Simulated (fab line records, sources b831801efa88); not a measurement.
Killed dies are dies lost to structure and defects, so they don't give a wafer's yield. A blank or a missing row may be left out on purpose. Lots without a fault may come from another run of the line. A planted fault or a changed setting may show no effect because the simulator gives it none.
A struck lot beside a sound one | flow sky130 | 21 steps out of a route of 708
Sound: wafers L385.2, L385.3, L385.4. Struck: wafers L401.1, L401.4, L401.6. The cause comes at the end.
At each step with rows: each side's tool, then ch and its chambers, then its first start. Under that, the readings that differ: sound wafers | struck wafers | difference of the means | sigmas: that difference in standard deviations of wafers without a fault.
alike: readings whose means differ by less than 2 such deviations, and words and numbers that are the same on both sides. not compared: withheld readings, readings that some wafer has no value for, bounds like >300 that may hide the same value, and numbers for which the record gives no deviation and whose values overlap.
The two part at a step that has a row with sigmas, a row that says differs or no value, or rows on one side only. Numbers that don't overlap but have no deviation are shown without sigmas and don't part them. A reading that every wafer of one side lacks parts them only if that side has two wafers or more.

first, 1 step without rows for these wafers: SKY_GATE_OXIDE_DEVELOP_09 (develop time 60 s).
SKY_GATE_OXIDE_OVL_MEAS_10:
  sound on overlay-01, day 14 13:34; struck on overlay-01, day 21 16:30
  reading             | sound         | struck         | difference | sigmas
  GATE_OXIDE_OVL (nm) | -0.1 -0.1 1.2 | -3.3 -3.8 -2.7 | -3.6       | -3
then, 2 steps without rows for these wafers: SKY_GATE_OXIDE_IMPLANT_11; SKY_GATE_OXIDE_WET_ETCH_12 (etches SiO2 in dHF, target depth 16.8 nm, time 336 s).
SKY_GATE_OXIDE_STRIP_13: strips in O2/N2.
  sound on plasma_asher-01 ch 0,1, day 14 13:50; struck on plasma_asher-03 ch 0, day 21 16:47
  alike: drypump_motor_current_A, oes_product_au, strip_time_to_endpoint_s
  not compared: rf_hours_counter_h
SKY_GATE_OXIDE_TW_MEAS_14:
  sound on film_metro-03, day 14 13:57; struck on film_metro-01, day 21 16:53
  alike: GATE_OXIDE_TW
then, 3 steps without rows for these wafers: SKY_GATE_OXIDE_CLEAN_15 (cleans in SC1/SC2, time 150 s); SKY_GATE_OXIDE_OXIDATION_16 (stabilise 600 s, purge 300 s, target thk 3.57 nm); SKY_POLY_GATE_CVD_00 (deposits poly-Si, target thk 180 nm, time 720 s).
SKY_POLY_GATE_THK_MEAS_01:
  sound on film_metro-01, day 14 18:14; struck on film_metro-02, day 21 19:47
  alike: POLY_GATE_CVD_00_THK
then, 2 steps without rows for these wafers: SKY_RES_PROTECT_DEHYDRATE_00 (time 60 s); SKY_RES_PROTECT_HMDS_01 (prime time 60 s).
SKY_RES_PROTECT_COAT_02: resist thk 1140 nm.
  sound on litho_track-01 ch 0, day 15 07:28; struck on litho_track-01 ch 0, day 22 09:36
  reading                                          | sound                | struck               | difference | sigmas
  spin_speed_rpm (rpm)                             | 2999.4 2997.8 3000.3 | 2909.8 2909.7 2909.3 | -89.6      | -34
  model.NOVOLAK_of_RES_PROTECT_COAT_02.thk_nm (nm) | 1142 1144 1143       | 1157 1160 1163       | +17        |
then, 3 steps without rows for these wafers: SKY_RES_PROTECT_SOFTBAKE_03 (time 60 s); SKY_RES_PROTECT_EXPOSE_04 (exposes mask RPM, target cd 1270 nm); SKY_RES_PROTECT_PEB_05.
SKY_RES_PROTECT_DEVELOP_06: develop time 60 s.
  sound on litho_track-03 ch 0, day 15 20:59; struck on litho_track-02 ch 0, day 23 00:59
  reading                                          | sound          | struck         | difference | sigmas
  model.NOVOLAK_of_RES_PROTECT_COAT_02.thk_nm (nm) | 1142 1143 1143 | 1157 1159 1163 | +17        |
  alike: developer_temp_C
then, 1 step without rows for these wafers: SKY_POLY_GATE_IMPLANT_02.
SKY_RES_PROTECT_STRIP_07: strips in O2/N2.
  sound on plasma_asher-02 ch 0,1, day 15 21:15; struck on plasma_asher-03 ch 0,1, day 23 01:17
  reading                      | sound             | struck            | difference | sigmas
  strip_time_to_endpoint_s (s) | 23.29 23.31 23.28 | 23.48 23.49 23.51 | +0.20      | +5
  alike: drypump_motor_current_A, oes_product_au
  not compared: rf_hours_counter_h
SKY_RES_PROTECT_TW_MEAS_08:
  sound on film_metro-02, day 15 21:22; struck on film_metro-02, day 23 01:23
  alike: POLY_GATE_TW
then, 1 step without rows for these wafers: SKY_PAD_OPEN_PROBE_99.

WHERE THEY PART
First at SKY_GATE_OXIDE_OVL_MEAS_10; last, within this record, at SKY_RES_PROTECT_STRIP_07. Later steps at which nothing parts them and some readings are alike: SKY_RES_PROTECT_TW_MEAS_08.

WHY: what the simulator had put in
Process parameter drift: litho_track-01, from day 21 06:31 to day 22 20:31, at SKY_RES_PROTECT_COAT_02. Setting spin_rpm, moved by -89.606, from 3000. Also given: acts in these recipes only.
